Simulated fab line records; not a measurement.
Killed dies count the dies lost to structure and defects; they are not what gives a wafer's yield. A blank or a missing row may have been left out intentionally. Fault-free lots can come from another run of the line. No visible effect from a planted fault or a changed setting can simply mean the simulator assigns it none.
What tool caused it? || flow sky130 || 12 lots, 36 wafers sampled, at 1 step of a route of 708

== WHAT THE GAUGES READ, wafer by wafer ==
SKY_LOCAL_INTERCONNECT_CD_MEAS_11 targets a cd of 170 nm.
{"lot": "L074", "measured": "day 30 04:19", "on": "cd sem-01", "cd nm (nm)": "169.6 170.0 169.0"}
{"lot": "L077", "measured": "day 31 23:43", "on": "cd sem-02", "cd nm (nm)": "170.0 170.2 169.4"}
{"lot": "L079", "measured": "day 35 08:12", "on": "cd sem-01", "cd nm (nm)": "171.2 170.9 169.0"}
{"lot": "L083", "measured": "day 35 10:38", "on": "cd sem-01", "cd nm (nm)": "171.1 172.0 171.1"}
{"lot": "L081", "measured": "day 35 11:51", "on": "cd sem-02", "cd nm (nm)": "171.1 169.7 171.1"}
{"lot": "L082", "measured": "day 35 13:28", "on": "cd sem-02", "cd nm (nm)": "170.9 171.1 170.6"}
{"lot": "L088", "measured": "day 35 19:29", "on": "cd sem-02", "cd nm (nm)": "167.3 168.5 168.5"}
{"lot": "L089", "measured": "day 35 20:23", "on": "cd sem-02", "cd nm (nm)": "171.9 170.7 170.0"}
{"lot": "L091", "measured": "day 35 22:20", "on": "cd sem-02", "cd nm (nm)": "168.3 169.2 167.7"}
{"lot": "L093", "measured": "day 36 08:28", "on": "cd sem-01", "cd nm (nm)": "171.3 172.8 171.9"}
{"lot": "L095", "measured": "day 36 14:42", "on": "cd sem-01", "cd nm (nm)": "169.4 170.2 169.8"}
{"lot": "L097", "measured": "day 37 11:57", "on": "cd sem-02", "cd nm (nm)": "169.6 167.6 167.8"}

== TOOL THAT RAN EACH LOT (tool first, then ch and the chambers of the sampled wafers, then the start) ==
Before these readings, the record contains no process step.

== THE ANSWER, worked out from the rows above alone ==
Rule: usual is defined by the lots themselves. Put in order of their means at a reading, lots are off if they are a third of the lots or fewer, leave a main group of 4 or more, and stand apart from it by a gap of 3 or more times the standard deviation of the main group's means; of several such gaps the widest counts. If all means in a main group match to the digits the tables above print for the reading, that group is not used. A lot without any number at a reading at which 4 lots or more have one is off too. All remaining lots with rows at the step are treated as sound.
None of the lots is off at any reading shown; this tells nothing.

== WHAT HAD BEEN PUT IN BY THE SIMULATOR ==
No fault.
